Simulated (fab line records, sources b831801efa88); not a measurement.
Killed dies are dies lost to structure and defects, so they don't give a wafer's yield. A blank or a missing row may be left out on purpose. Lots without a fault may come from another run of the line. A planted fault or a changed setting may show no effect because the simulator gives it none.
Chamber matching | flow gf180mcu | GF_V5_CMP_04 on cmp-01: 4 sister chambers
The step polishes SiO2. 14 wafers are shown with their chamber, then 7 later ones without.

WAFERS WITH THEIR CHAMBER
wafer  | chamber | motor_current_A (A) | head_pressure_psi (psi)
L667.3 | 3       | 13.9                | 4.008
L667.4 | 2       | 12.0                | 3.997
L667.6 | 0       | 10.3                | 4.006
L671.3 | 0       | 10.1                | 4.003
L671.5 | 3       | 13.3                | 3.994
L671.6 | 2       | 11.9                | 3.994
L674.3 | 2       | 11.5                | 4.007
L674.5 | 1       | 12.7                | 4.011
L674.6 | 2       | 12.1                | 3.996
L676.1 | 2       | 12.3                | 4.003
L676.5 | 1       | 12.6                | 3.993
L676.6 | 0       | 10.6                | 4.003
L682.3 | 1       | 12.4                | 4.012
L682.4 | 3       | 13.9                | 4.003

SIGNATURES (means of the wafers above)
reading           | chamber 0 | chamber 1 | chamber 2 | chamber 3 | scatter within a chamber
motor_current_A   | 10.333    | 12.567    | 11.960    | 13.700    | 0.277
head_pressure_psi | 4.00400   | 4.00533   | 3.99940   | 4.00167   | 0.00673
Rule: a wafer's distance from a chamber is the root of the sum, over the readings, of the square of ((its reading less the chamber's mean) divided by the reading's scatter). The wafer belongs to the nearest chamber; if the next one is less than 2 further off, it can't be placed. The scatter: the root of (the sum of the squares of (reading less its chamber's mean) over the shown wafers, divided by (wafers less chambers)).

WAFERS WITHOUT THEIR CHAMBER
wafer  | motor_current_A (A) | head_pressure_psi (psi)
L682.6 | 13.7                | 3.994
L684.2 | 13.9                | 4.004
L684.5 | 13.2                | 3.997
L684.6 | 11.9                | 4.016
L686.1 | 12.9                | 3.984
L686.4 | 10.5                | 3.987
L686.5 | 12.8                | 4.013

WHICH CHAMBER EACH WENT THROUGH
wafer  | from the rows above          | in truth
L682.6 | 3                            | 3
L684.2 | 3                            | 3
L684.5 | can't be placed: 3 or 1      | 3
L684.6 | can't be placed: 2 or 1      | 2
L686.1 | can't be placed: 1 or 3 or 2 | 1
L686.4 | 0                            | 0
L686.5 | 1                            | 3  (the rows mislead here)
Placed correctly: 3 of 7. Can't be placed from these rows: 3 (the true chamber is among the candidates in 3). Placed wrongly: 1.
